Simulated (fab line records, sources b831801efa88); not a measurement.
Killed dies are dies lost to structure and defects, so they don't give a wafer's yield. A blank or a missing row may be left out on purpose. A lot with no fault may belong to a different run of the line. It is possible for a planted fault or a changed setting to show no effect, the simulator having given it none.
A struck lot beside a sound one -- flow sfq-line -- 14 out of 325 route steps
Sound: these wafers, L906.3, L906.4, L906.6. The struck wafers were L894.1, L894.2, L894.3. At the end, the cause is stated.
For every step that has rows: the tool of each side, followed by ch and its chambers, followed by its first start. Under that, the readings that differ: sound wafers -- struck wafers -- difference of the means -- sigmas: that difference in standard deviations of wafers without a fault.
alike: readings whose means differ by less than 2 such deviations, and words and numbers that are the same on both sides. not compared: withheld readings, readings that some wafer has no value for, bounds like >300 that may hide the same value, and numbers for which the record gives no deviation and whose values overlap.
A row with sigmas, a row that says differs or no value, or rows on one side alone: a step with any of these is where the two part. Numbers that have no deviation but don't overlap get no sigmas and don't part them. A reading missing from all wafers of one side parts the sides only when that side holds two or more wafers.

SFQ_INCOMING_BOW_MEAS_900:
  sound on film-metro-01 at day 4 18:02; struck on film-metro-01 at day 2 06:00
  alike: INCOMING_BOW
then, 1 step without rows for these wafers: SFQ_TRILAYER_INCOMING_OXIDATION_002 (target thk 500 nm, ox time 4939 s).
SFQ_TRILAYER_L0_DEP_SPUTTER_003: material MoNx KI, target thk 40 nm, time 100 s.
  sound on pvd-sputter-06 at day 4 20:29; struck on pvd-sputter-04 at day 2 08:44
  alike: throttle-valve-pct
SFQ_L0_RS_MEAS_901: measurement is done with a four-point probe.
  sound on film-metro-03 at day 4 20:36; struck on film-metro-04 at day 2 08:48
reading,sound,struck,difference,sigmas
L0_MONX_KI_RS (ohm/sq),42.8 43.4 43.4,21.8 22.0 21.9,-21.3,-36
SFQ_L0_THK_MEAS_902: measures by xrf.
  sound on film-metro-03 at day 4 20:42; struck on film-metro-04 at day 2 08:55
reading,sound,struck,difference,sigmas
L0_MONX_KI_THK (nm),41.5 41.1 41.0,81.9 80.5 80.8,+39.9,+63
then, 6 steps without rows for these wafers: SFQ_TRILAYER_L0_LITHO_COAT_010 (resist thk 62 nm); SFQ_TRILAYER_L0_LITHO_COAT_005 (resist thk 600 nm); SFQ_TRILAYER_L0_LITHO_SOFTBAKE_009; SFQ_TRILAYER_L0_LITHO_EXPOSE_006 (exposes mask L0, target cd 2000 nm); SFQ_TRILAYER_L0_LITHO_PEB_008 (peb time 60 s); SFQ_TRILAYER_L0_LITHO_DEVELOP_007 (time 60 s).
-- the record jumps here: 2 days lie between the struck wafers' starts before and after --
SFQ_TRILAYER_L0_BARC_OPEN_METAL_ETCH_010: etches BARC in O2, target depth 125 nm, time 41.7 s.
  sound on rie-metal-03 ch 0,1, day 7 10:25; struck on rie-metal-04 ch 0,1, day 4 12:13
reading,sound,struck,difference,sigmas
drypump-motor-current-A (A),5.30 5.41 5.42,5.06 4.88 4.84,-0.45,-3
  alike: oes-product-au
  not compared: rf-hours-counter-h
SFQ_TRILAYER_L0_ETCH_METAL_ETCH_008: etches MoNx KI in SF6/O2, stops on SiO2, target depth 50 nm, time 25 s.
  sound on rie-metal-03 ch 0,1, day 7 10:28; struck on rie-metal-04 ch 0,1, day 4 12:17
reading,sound,struck,difference,sigmas
drypump-motor-current-A (A),5.31 5.42 5.41,5.07 4.84 4.83,-0.47,-3
oes-product-au (a.u.),0.871 0.868 0.873,1.001 1.022 1.024,+0.145,+19
model.L0.feature-depth-nm (nm),40.65 40.04 40.01,50.26 51.56 51.92,+11.01,
model.etch.depth-nm (nm),40.65 40.04 40.01,50.26 51.56 51.92,+11.01,
  not compared: rf-hours-counter-h
SFQ_TRILAYER_L0_STRIP_STRIP_009: strips in O2.
  sound on rie-metal-03 ch 0,1, day 7 10:42; struck on rie-metal-04 ch 0,1, day 4 12:20
reading,sound,struck,difference,sigmas
drypump-motor-current-A (A),5.32 5.40 5.43,5.07 4.81 4.82,-0.48,-3
  alike: oes-product-au
  not compared: rf-hours-counter-h

WHERE THEY PART
Last at SFQ_TRILAYER_L0_STRIP_STRIP_009 as far as this record goes, first at SFQ_L0_RS_MEAS_901.

WHY: what the simulator had put in
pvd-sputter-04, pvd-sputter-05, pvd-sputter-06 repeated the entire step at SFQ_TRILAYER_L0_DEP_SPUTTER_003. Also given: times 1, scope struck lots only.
